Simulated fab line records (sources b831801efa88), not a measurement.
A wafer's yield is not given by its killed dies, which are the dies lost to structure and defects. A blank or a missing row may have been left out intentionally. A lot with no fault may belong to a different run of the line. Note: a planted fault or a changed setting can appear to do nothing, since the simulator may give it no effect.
A struck lot beside a sound one | flow sky130 | 15 out of 708 route steps
Sound: wafers L340.1, L340.2, L340.3. Struck: wafers L342.3, L342.4, L342.5. Last of all comes the cause.
At each step with rows: each side's tool, then ch and its chambers, then its first start. Under that, the readings that differ: sound wafers | struck wafers | difference of the means | sigmas: that difference in standard deviations of wafers without a fault.
alike: readings whose means differ by less than 2 such deviations, and words and numbers that are the same on both sides. not compared: withheld readings, readings that some wafer has no value for, bounds like >300 that may hide the same value, and numbers for which the record gives no deviation and whose values overlap.
The two part at a step that has a row with sigmas, a row that says differs or no value, or rows on one side only. Numbers that have no deviation but don't overlap get no sigmas and don't part them. Lack of a reading on every wafer of one side parts them only where that side has two or more wafers.

first, 2 steps without rows for these wafers: SKY_VT_ADJUST_LVTN_PEB_05; SKY_VT_ADJUST_LVTN_DEVELOP_06 (develop time 60 s).
SKY_VT_ADJUST_LVTN_OVL_MEAS_07:
  sound on overlay-01, day 9 08:49; struck on overlay-02, day 9 19:00
reading                 | sound       | struck        | difference | sigmas
VT_ADJUST_LVTN_OVL (nm) | 3.3 2.6 2.9 | -1.7 0.2 -0.8 | -3.7       | -2
following that, these wafers have no rows for 1 step: SKY_VT_ADJUST_LVTN_IMPLANT_08.
SKY_VT_ADJUST_LVTN_STRIP_09: strips in O2/N2.
  sound on plasmaAsher-02 ch 0,1, day 9 09:00; struck on plasmaAsher-02 ch 0,1, day 9 19:13
  alike: drypumpMotorCurrentA, oesProductAu, stripTimeToEndpointS
  not compared: rfHoursCounterH
SKY_VT_ADJUST_LVTN_TW_MEAS_10:
  sound on filmMetro-03, day 9 09:06; struck on filmMetro-04, day 9 19:18
  alike: VT_ADJUST_LVTN_TW
then, 6 steps without rows for these wafers: SKY_VT_ADJUST_LVTN_DEHYDRATE_11 (time 60 s); SKY_VT_ADJUST_LVTN_HMDS_12 (prime time 60 s); SKY_VT_ADJUST_LVTN_COAT_13 (resist thk 1140 nm); SKY_VT_ADJUST_LVTN_SOFTBAKE_14 (time 60 s); SKY_VT_ADJUST_LVTN_EXPOSE_15 (exposes mask HVN STD DERIVED, target cd 600 nm); SKY_VT_ADJUST_LVTN_PEB_16.
SKY_VT_ADJUST_LVTN_DEVELOP_17: develop time 60 s.
  sound on lithoTrack-03 ch 0, day 10 06:36; struck on lithoTrack-03 ch 0, day 10 17:45
reading            | sound             | struck            | difference | sigmas
developerTempC (C) | 23.27 23.07 23.19 | 23.79 23.72 23.76 | +0.58      | +5
SKY_VT_ADJUST_LVTN_OVL_MEAS_18:
  sound on overlay-02, day 10 06:45; struck on overlay-02, day 10 17:52
  alike: VT_ADJUST_LVTN_01_OVL
-- here the record skips 38 days between the struck wafers' starts before and after, leaving off in module VT_ADJUST_LVTN and picking up in module PAD_OPEN (first step shown: number 708 of the route) --
SKY_PAD_OPEN_PROBE_99:
  sound on prober-01, day 48 04:40; struck on prober-02, day 48 10:47
  alike: killed_at_M0_to_M3, killed_at_M4_up, killedAtContacts, killedAtFrontEnd, killedAtOther, killedDies, killedOpen, killedShort

## WHERE THEY PART
First at SKY_VT_ADJUST_LVTN_OVL_MEAS_07; last, within this record, at SKY_VT_ADJUST_LVTN_DEVELOP_17. Later steps at which nothing parts them and some readings are alike: SKY_VT_ADJUST_LVTN_OVL_MEAS_18, SKY_PAD_OPEN_PROBE_99.

WHY: whatever the simulator had introduced
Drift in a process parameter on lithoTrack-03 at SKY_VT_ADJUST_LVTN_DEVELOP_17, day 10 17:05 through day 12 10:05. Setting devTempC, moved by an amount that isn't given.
